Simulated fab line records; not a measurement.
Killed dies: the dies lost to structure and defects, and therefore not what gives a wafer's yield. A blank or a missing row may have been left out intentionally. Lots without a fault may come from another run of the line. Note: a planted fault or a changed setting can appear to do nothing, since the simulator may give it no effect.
fab line records | flow sky130
record: lots: 7 wafers: 18 last_day: 50
route steps=708 shown SONOS_TUNNEL@166 SONOS_ONO@168 PAD_OPEN@708
lots that met no fault: from a run of the same line without faults
start_h: the number of hours between the record's first day and the start of the first shown wafer of the lot | wait_h: hours elapsed since this lot's preceding step | " identical to the entry in the row above | L1.1+2: a row that stands for several wafers | - either no value or no given start | * or withheld: withheld | < > ~ a bound
route shown NAME@n: NAME is a module with steps in the file, n the number in the route of the first one | usual: mean and standard deviation over wafers with no fault | same: alike in all rows | chamber/n: place in a boat | sites: the reading at each site | _std_site: their standard deviation | _edge_site: inner sites' mean taken away from outer sites' mean | radius_mm: for every site, how far away it sits from the centre of the wafer | mask NAME#n: copy n | behind: the last tool/chamber to shape the wafer | hold: what put the lot on hold/how long, in hours/how the hold closed | device: names the non-switching transistor (n, p or np) | end of line: at the end of the route, the tests of the same wafers | for a step that has no rows: nothing shown but its recipe | killed: the dies lost at the first sort to structure and to defects; this is not the yield of the wafer | map: dies across one wafer; x = killed, . = not, _ = none there
set.NAME: the setting as run; set.NAME@STEP: as run at that earlier step | model.NAME: the simulator's own value behind a step, which no gauge read
certain route steps with their lots: each step a table, each wafer a row
services: when a tool's chamber went out of use (start_h, in hours from the record's first day, below 0 if earlier), for how many hours, and the reason
== steps ==
step: SKY_SONOS_TUNNEL_TW_MEAS_12
usual: SONOS_TUNNEL_TW: 197.7/1.6
columns lot.wafer tool chamber start_h wait_h SONOS_TUNNEL_TW
L497.2 film_metro-04 - 269.99 0.0 196.3
L497.5 " - " " 194.6
L498.3 film_metro-01 - 288.38 0.0 196.3
L498.4 " - " " 197.5
L499.4 film_metro-04 - 291.39 0.0 198.1
L499.5 " - " " 196.8
L507.3 film_metro-03 - 350.67 0.0 198.6
L507.4 " - " " 198.4
L507.5 " - " " 198.5
L510.1 film_metro-04 - 372.81 0.0 194.4
L510.3 " - " " 195.6
L510.6 " - " " 194.9
L513.2 film_metro-01 - 402.39 0.0 198.0
L513.3 " - " " 197.7
L513.4 " - " " 198.0
L514.4 film_metro-01 - 406.95 0.0 198.0
L514.5 " - " " 196.2
L514.6 " - " " 197.9
step: SKY_SONOS_TUNNEL_CLEAN_13
recipe: chemistry: dHF time_s: 20 dilution: 100:1 dry: ipa_marangoni
step: SKY_SONOS_ONO_OXIDATION_00
recipe: temp_c: 800 ambient: O2 idle_temp_c: 700 ramp_up_c_per_min: 10 ramp_down_c_per_min: 3 stabilise_s: 600 purge_s: 300 target_thk_a: 26 ox_time_s: 1249
step: SKY_SONOS_ONO_THK_MEAS_01
recipe: reads: SiO2_of_SONOS_ONO_OXIDATION_00
usual: SONOS_ONO_OXIDATION_THK: 2.60/0.062
columns lot.wafer tool chamber start_h wait_h SONOS_ONO_OXIDATION_THK[nm]
L497.2 film_metro-02 - 271.41 0.0 2.59
L497.5 " - " " 2.63
L498.3 film_metro-04 - 290.60 0.0 2.70
L498.4 " - " " 2.61
L499.4 film_metro-04 - 294.19 0.0 2.65
L499.5 " - " " 2.66
L507.3 film_metro-04 - 356.24 0.0 2.54
L507.4 " - " " 2.59
L507.5 " - " " 2.61
L510.1 film_metro-04 - 378.57 0.0 2.50
L510.3 " - " " 2.46
L510.6 " - " " 2.48
L513.2 film_metro-01 - 404.52 0.0 2.58
L513.3 " - " " 2.62
L513.4 " - " " 2.64
L514.4 film_metro-02 - 409.10 0.0 2.66
L514.5 " - " " 2.62
L514.6 " - " " 2.59
step: SKY_SONOS_ONO_CVD_02
recipe: material: Si3N4 precursor: DCS/NH3 target_thk_nm: 10.5 temp_c: 770 time_s: 180 pressure_mtorr: 250
step: SKY_SONOS_ONO_THK_MEAS_03
recipe: reads: Si3N4_of_SONOS_ONO_CVD_02
usual: SONOS_ONO_CVD_02_THK: 10.51/0.15
columns lot.wafer tool chamber start_h wait_h SONOS_ONO_CVD_02_THK[nm]
L497.2 film_metro-04 - 272.52 0.0 10.33
L497.5 " - " " 10.38
L498.3 film_metro-01 - 292.91 0.0 10.47
L498.4 " - " " 10.48
L499.4 film_metro-02 - 297.12 0.0 10.67
L499.5 " - " " 10.69
L507.3 film_metro-02 - 359.15 0.0 10.45
L507.4 " - " " 10.38
L507.5 " - " " 10.41
L510.1 film_metro-02 - 379.68 0.0 10.55
L510.3 " - " " 10.53
L510.6 " - " " 10.61
L513.2 film_metro-01 - 407.79 0.0 10.49
L513.3 " - " " 10.53
L513.4 " - " " 10.42
L514.4 film_metro-02 - 412.07 0.0 10.85
L514.5 " - " " 10.77
L514.6 " - " " 10.76
step: SKY_SONOS_ONO_CVD_04
recipe: material: SiO2 precursor: SiH4/N2O target_thk_nm: 5.7199 temp_c: 900 pressure_mtorr: 400
step: SKY_SONOS_ONO_THK_MEAS_05
recipe: reads: SiO2_of_SONOS_ONO_CVD_04
usual: SONOS_ONO_CVD_04_THK: 5.73/0.11
columns lot.wafer tool chamber start_h wait_h SONOS_ONO_CVD_04_THK[nm]
L497.2 film_metro-04 - 273.83 0.0 5.67
L497.5 " - " " 5.68
L498.3 film_metro-02 - 294.22 0.0 5.86
L498.4 " - " " 5.86
L499.4 film_metro-02 - 298.43 0.0 5.82
L499.5 " - " " 5.88
L507.3 film_metro-01 - 360.46 0.0 5.66
L507.4 " - " " 5.64
L507.5 " - " " 5.68
L510.1 film_metro-01 - 380.99 0.0 5.80
L510.3 " - " " 5.91
L510.6 " - " " 5.86
L513.2 film_metro-04 - 409.10 0.0 5.65
L513.3 " - " " 5.56
L513.4 " - " " 5.67
L514.4 film_metro-04 - 413.38 0.0 5.86
L514.5 " - " " 5.82
L514.6 " - " " 5.80
step: SKY_SONOS_ONO_DEHYDRATE_06
recipe: temp_c: 200 time_s: 60
step: SKY_SONOS_ONO_HMDS_07
recipe: prime_time_s: 60 prime_temp_c: 120
step: SKY_SONOS_ONO_COAT_08
recipe: resist: NOVOLAK spin_rpm: 3000 resist_thk_nm: 1140
step: SKY_SONOS_ONO_SOFTBAKE_09
recipe: temp_c: 90 time_s: 60 resist: NOVOLAK
step: SKY_SONOS_ONO_EXPOSE_10
recipe: mask_id: ONOM target_cd_nm: 410 na: 0.6 source_shape: conventional sigma_outer: 0.6 dose_mj: 150
columns lot.wafer tool chamber start_h wait_h mask
L497.2+5 iline_stepper-02 0 286.23 - ONOM#0
L498.3+4 iline_stepper-02 0 306.51 - ONOM#0
L499.4+5 iline_stepper-02 0 310.87 - ONOM#0
L507.3+4+5 iline_stepper-02 0 373.96 - ONOM#0
L510.1+3+6 iline_stepper-02 0 394.47 - ONOM#0
L513.2+3+4 iline_stepper-02 0 423.84 - ONOM#0
L514.4+5+6 iline_stepper-01 0 427.85 - ONOM#0
step: SKY_SONOS_ONO_PEB_11
recipe: temp_c: withheld time_s: * resist: NOVOLAK
step: SKY_SONOS_ONO_DEVELOP_12
recipe: develop_time_s: 60 dev_temp_c: 23
step: SKY_SONOS_ONO_CD_MEAS_13
recipe: target_cd_nm: 410
usual: cd_nm: 409.7/2.2
columns lot.wafer tool chamber start_h wait_h cd_nm
L497.2 cd_sem-02 - 299.04 0.1 406.0
L497.5 " - " " 273.6
L498.3 cd_sem-02 - 319.61 0.1 410.6
L498.4 " - " " 284.3
L499.4 cd_sem-02 - 323.97 0.1 280.6
L499.5 " - " " 279.4
L507.3 cd_sem-02 - 387.21 0.1 408.6
L507.4 " - " " 406.3
L507.5 " - " " 408.0
L510.1 cd_sem-02 - 408.97 0.1 409.6
L510.3 " - " " 411.0
L510.6 " - " " 410.9
L513.2 cd_sem-02 - 439.09 0.1 410.3
L513.3 " - " " 409.3
L513.4 " - " " 409.1
L514.4 cd_sem-01 - 442.93 0.1 408.7
L514.5 " - " " 408.3
L514.6 " - " " 407.8
step: SKY_SONOS_ONO_OVL_MEAS_14
usual: SONOS_ONO_OVL: -0.3/1.3
columns lot.wafer tool chamber start_h wait_h SONOS_ONO_OVL[nm]
L497.2 overlay-02 - 299.14 0.1 0.4
L497.5 " - " " -0.7
L498.3 overlay-02 - 319.70 0.1 1.5
L498.4 " - " " 1.5
L499.4 overlay-01 - 324.05 0.1 0.8
L499.5 " - " " 0.3
L507.3 overlay-02 - 387.30 0.1 -1.2
L507.4 " - " " 0.6
L507.5 " - " " -1.2
L510.1 overlay-01 - 409.09 0.1 0.0
L510.3 " - " " -0.4
L510.6 " - " " -2.6
L513.2 overlay-01 - 439.19 0.1 -0.4
L513.3 " - " " 0.5
L513.4 " - " " -0.2
L514.4 overlay-02 - 443.01 0.1 0.7
L514.5 " - " " -1.1
L514.6 " - " " 0.6
step: SKY_SONOS_ONO_ETCH_15
recipe: target_depth_nm: 19.52 chemistry: CHF3/O2 source_w: 600 bias_w: 200 pressure_mtorr: 40 chf3_flow_sccm: 50 O2_flow_sccm: 5 time_s: 7.8
usual: drypump_motor_current_A: 5.8/0.35 oes_product_au: 0.997/0.013 throttle_valve_pct: 8.824/0.0099
columns lot.wafer tool chamber start_h wait_h drypump_motor_current_A oes_product_au rf_hours_counter_h throttle_valve_pct model.SONOS_ONO.cd_nm
L497.2 rie_diel-01 1 299.17 0.0 6.2 1.000 6 8.817 406
L497.5 " 3 " " 5.5 0.992 - 8.822 274.1
L498.3 rie_diel-03 1 319.72 0.0 5.6 1.017 21 8.846 410.3
L498.4 " 0 " " 6.0 0.993 13 8.836 284.3
L499.4 rie_diel-02 1 324.07 0.0 5.7 0.992 87 8.838 280.7
L499.5 " 1 " " 5.7 0.993 - 8.818 279.1
L507.3 rie_diel-02 0 387.32 0.0 5.1 1.001 70 8.824 408.8
L507.4 " 1 " " 5.7 0.994 88 8.821 406.6
L507.5 " 2 " " 5.8 0.994 - 8.826 408
L510.1 rie_diel-03 1 409.12 0.0 5.6 1.023 23 8.839 409.7
L510.3 " 0 " " 6.0 1.000 14 8.816 411
L510.6 " 3 " " 6.2 1.002 - 8.827 411.1
L513.2 rie_diel-02 2 439.22 0.0 5.8 0.994 77 8.828 409.9
L513.3 " 1 " " 5.7 0.999 88 8.826 409.8
L513.4 " 3 " " 5.7 0.994 57 8.838 409
L514.4 rie_diel-03 1 443.02 0.0 5.6 1.012 24 8.825 408.8
L514.5 " 1 " " 5.6 1.019 - 8.830 408.2
L514.6 " 2 " " 5.3 0.972 - 8.825 407.9
step: SKY_SONOS_ONO_WET_ETCH_16
recipe: chemistry: dHF target_depth_nm: 14 dry: n2_spin target: SiO2 dilution: 100:1 temp_c: 25 time_s: 280
step: SKY_PAD_OPEN_PROBE_99
usual: killed_at_M0_to_M3: 42/6.1 killed_at_M4_up: 3.4/2 killed_at_contacts: 23/4.8 killed_at_front_end: 15/3.8 killed_at_other: 0.3/0.48 killed_dies: 84/8.5 killed_on_rim: 16/3.9 killed_open: 46/6.8 killed_short: 38/6.2
same: gross_dies: 492 killed_at_back_side: 0
columns lot.wafer tool chamber start_h wait_h killed_at_M0_to_M3 killed_at_M4_up killed_at_contacts killed_at_front_end killed_at_other killed_dies killed_on_rim killed_open killed_short
L497.5 prober-02 - 1090.09 0.2 32 2 34 424 0 492 96 47 36
L498.4 prober-01 - 1110.69 0.2 41 4 29 417 1 492 96 58 33
L499.4 prober-02 - 1112.19 0.2 37 1 23 431 0 492 96 45 33
L499.5 prober-02 - 1112.24 0.2 31 3 24 433 1 492 96 38 39
L507.3 prober-02 - 1156.77 0.2 45 7 24 14 0 90 19 60 29
L507.4 prober-02 - 1156.82 0.2 50 8 24 15 1 98 17 57 40
L507.5 prober-02 - 1156.87 0.2 41 6 27 22 0 96 26 57 39
L510.1 prober-01 - 1171.04 0.1 44 4 26 13 0 87 20 51 36
L510.3 prober-01 - 1171.14 0.2 50 2 24 11 1 88 21 43 45
L510.6 prober-01 - 1171.29 0.2 48 2 22 15 1 88 10 44 43
L514.6 prober-02 - 1188.74 0.2 53 1 22 16 2 94 16 51 43
killed by level:class
L497.5 SONOS_ONO:area_expose=409 CONTACT:geometric_particle:open=14 METAL2:geometric_particle:short=8 LI_CONTACT:geometric_particle:open=8 LI_CONTACT:geometric_particle:short=5 VIA3:geometric_particle:open=5 POLY_GATE:geometric_particle:short=4 VIA2:geometric_particle:open=4
L498.4 SONOS_ONO:area_expose=401 VIA1:geometric_particle:open=14 CONTACT:geometric_particle:open=11 LI_CONTACT:geometric_particle:open=6 CONTACT:geometric_particle:short=6 VIA3:geometric_particle:open=6 POLY_GATE:geometric_particle:open=5 FIELD_ISO:geometric_particle:open=4
L499.4 SONOS_ONO:area_expose=413 METAL1:geometric_particle:short=9 FIELD_ISO:geometric_particle:open=8 CONTACT:geometric_particle:open=8 VIA3:geometric_particle:open=6 LOCAL_INTERCONNECT:geometric_particle:short=5 VIA2:geometric_particle:open=5 VIA1:geometric_particle:open=5
L499.5 SONOS_ONO:area_expose=415 CONTACT:geometric_particle:short=9 CONTACT:geometric_particle:open=9 VIA3:geometric_particle:open=7 FIELD_ISO:geometric_particle:open=4 LI_CONTACT:geometric_particle:open=4 VIA3:geometric_particle:short=4 VIA1:geometric_particle:open=4
L507.3 VIA1:geometric_particle:open=14 CONTACT:geometric_particle:open=10 VIA2:geometric_particle:open=8 VIA3:geometric_particle:open=5 POLY_GATE:geometric_particle:open=5 LI_CONTACT:geometric_particle:open=4 CONTACT:geometric_particle:short=4 METAL2:geometric_particle:short=4
L507.4 VIA1:geometric_particle:open=16 CONTACT:geometric_particle:open=11 VIA2:geometric_particle:open=11 METAL1:geometric_particle:short=7 LI_CONTACT:geometric_particle:short=6 VIA3:geometric_particle:open=6 FIELD_ISO:geometric_particle:short=5 FIELD_ISO:geometric_particle:open=4
L507.5 CONTACT:geometric_particle:open=13 VIA1:geometric_particle:open=12 VIA3:geometric_particle:open=7 FIELD_ISO:geometric_particle:open=6 LI_CONTACT:geometric_particle:open=6 CONTACT:geometric_particle:short=5 METAL2:geometric_particle:short=5 SPACER:geometric_particle:short=4
L510.1 CONTACT:geometric_particle:open=10 LI_CONTACT:geometric_particle:open=6 VIA2:geometric_particle:short=6 VIA2:geometric_particle:open=6 VIA3:geometric_particle:open=6 CONTACT:geometric_particle:short=5 FIELD_ISO:geometric_particle:open=4 METAL2:geometric_particle:open=4
L510.3 CONTACT:geometric_particle:open=9 VIA3:geometric_particle:open=9 VIA1:geometric_particle:open=8 LI_CONTACT:geometric_particle:open=7 METAL1:geometric_particle:short=7 METAL2:geometric_particle:short=7 VIA1:geometric_particle:short=6 VIA2:geometric_particle:open=5
L510.6 VIA1:geometric_particle:open=9 VIA2:geometric_particle:open=9 CONTACT:geometric_particle:open=7 METAL1:geometric_particle:short=7 VIA3:geometric_particle:short=7 LI_CONTACT:geometric_particle:open=6 METAL2:geometric_particle:short=5 LI_CONTACT:geometric_particle:short=5
L514.6 METAL1:geometric_particle:short=11 CONTACT:geometric_particle:open=9 VIA2:geometric_particle:open=7 VIA1:geometric_particle:open=7 METAL2:geometric_particle:short=6 FIELD_ISO:geometric_particle:open=6 LI_CONTACT:geometric_particle:open=6 VIA3:geometric_particle:open=5
map L497.5 (x killed, . not)
__________xxxxxxxxxx_________
________xxxxxxxxxxxxxx_______
______xxxxxxxxxxxxxxxxxx_____
_____xxxxxxxxxxxxxxxxxxxx____
____xxxxxxxxxxxxxxxxxxxxxx___
___xxxxxxxxxxxxxxxxxxxxxxxx__
__xxxxxxxxxxxxxxxxxxxxxxxxxx_
_xxxxxxxxxxxxxxxxxxxxxxxxxxxx
_xxxxxxxxxxxxxxxxxxxxxxxxxxxx
_xxxxxxxxxxxxxxxxxxxxxxxxxxxx
_xxxxxxxxxxxxxxxxxxxxxxxxxxxx
_xxxxxxxxxxxxxxxxxxxxxxxxxxxx
_xxxxxxxxxxxxxxxxxxxxxxxxxxxx
_xxxxxxxxxxxxxxxxxxxxxxxxxxxx
_xxxxxxxxxxxxxxxxxxxxxxxxxxxx
__xxxxxxxxxxxxxxxxxxxxxxxxxx_
___xxxxxxxxxxxxxxxxxxxxxxxx__
____xxxxxxxxxxxxxxxxxxxxxx___
_____xxxxxxxxxxxxxxxxxxxx____
______xxxxxxxxxxxxxxxxxx_____
________xxxxxxxxxxxxxx_______
__________xxxxxxxxxx_________
map L498.4 (x killed, . not)
__________xxxxxxxxxx_________
________xxxxxxxxxxxxxx_______
______xxxxxxxxxxxxxxxxxx_____
_____xxxxxxxxxxxxxxxxxxxx____
____xxxxxxxxxxxxxxxxxxxxxx___
___xxxxxxxxxxxxxxxxxxxxxxxx__
__xxxxxxxxxxxxxxxxxxxxxxxxxx_
_xxxxxxxxxxxxxxxxxxxxxxxxxxxx
_xxxxxxxxxxxxxxxxxxxxxxxxxxxx
_xxxxxxxxxxxxxxxxxxxxxxxxxxxx
_xxxxxxxxxxxxxxxxxxxxxxxxxxxx
_xxxxxxxxxxxxxxxxxxxxxxxxxxxx
_xxxxxxxxxxxxxxxxxxxxxxxxxxxx
_xxxxxxxxxxxxxxxxxxxxxxxxxxxx
_xxxxxxxxxxxxxxxxxxxxxxxxxxxx
__xxxxxxxxxxxxxxxxxxxxxxxxxx_
___xxxxxxxxxxxxxxxxxxxxxxxx__
____xxxxxxxxxxxxxxxxxxxxxx___
_____xxxxxxxxxxxxxxxxxxxx____
______xxxxxxxxxxxxxxxxxx_____
________xxxxxxxxxxxxxx_______
__________xxxxxxxxxx_________
== services ==
columns tool chamber start_h hours kind
iline_stepper-02 0 272.66 - calibration
rie_diel-03 2 277.36 1.5 repair
rie_diel-02 0 356.09 5.9 repair
iline_stepper-01 - 372.27 1.7 pm
rie_diel-02 - 375.59 2.8 pm
iline_stepper-02 - 396.71 1.7 pm
rie_diel-01 2 398.98 10.1 repair
iline_stepper-01 0 426.76 - calibration
rie_diel-01 3 438.44 1.2 repair
== key ==
first_sign: step: SKY_SONOS_ONO_CD_MEAS_13 reading: cd_nm direction: down sigmas: 60 usual: 409.7 struck: 279.5
effect: step: SKY_PAD_OPEN_PROBE_99 reading: killed_at_front_end direction: up sigmas: 99+ usual: 15 struck: 426
model_effect: step: SKY_SONOS_ONO_ETCH_15 value: SONOS_ONO.cd_nm without: 410.3 struck: 279.6
more_kills_born_at: SKY_SONOS_ONO_EXPOSE_10@iline_stepper-02: 1638
met_at SKY_SONOS_ONO_EXPOSE_10
struck_wafers L497.5,L498.4,L499.4,L499.5
later_rows_left_out L497.5,L498.4,L499.4,L499.5
tester_left_out L497,L498,L499
fault: kind: process_parameter_drift tool: iline_stepper-02 chamber: - onset_h: 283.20 steps: SKY_SONOS_ONO_EXPOSE_10 channel: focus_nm offset: 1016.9 shape: step end_h: 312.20 scope: struck_wafers_only
tester_left_out: of these lots the tester's yield and bins aren't shown, on N5 and GAA mostly nor the transistor test; their killed dies are dies lost to structure and defects alone, not to doping, threshold or leakage, so they don't give the yield
later_rows_left_out: the simulator's readings of these wafers behind a module that went badly wrong aren't trusted and aren't shown, but for the sort
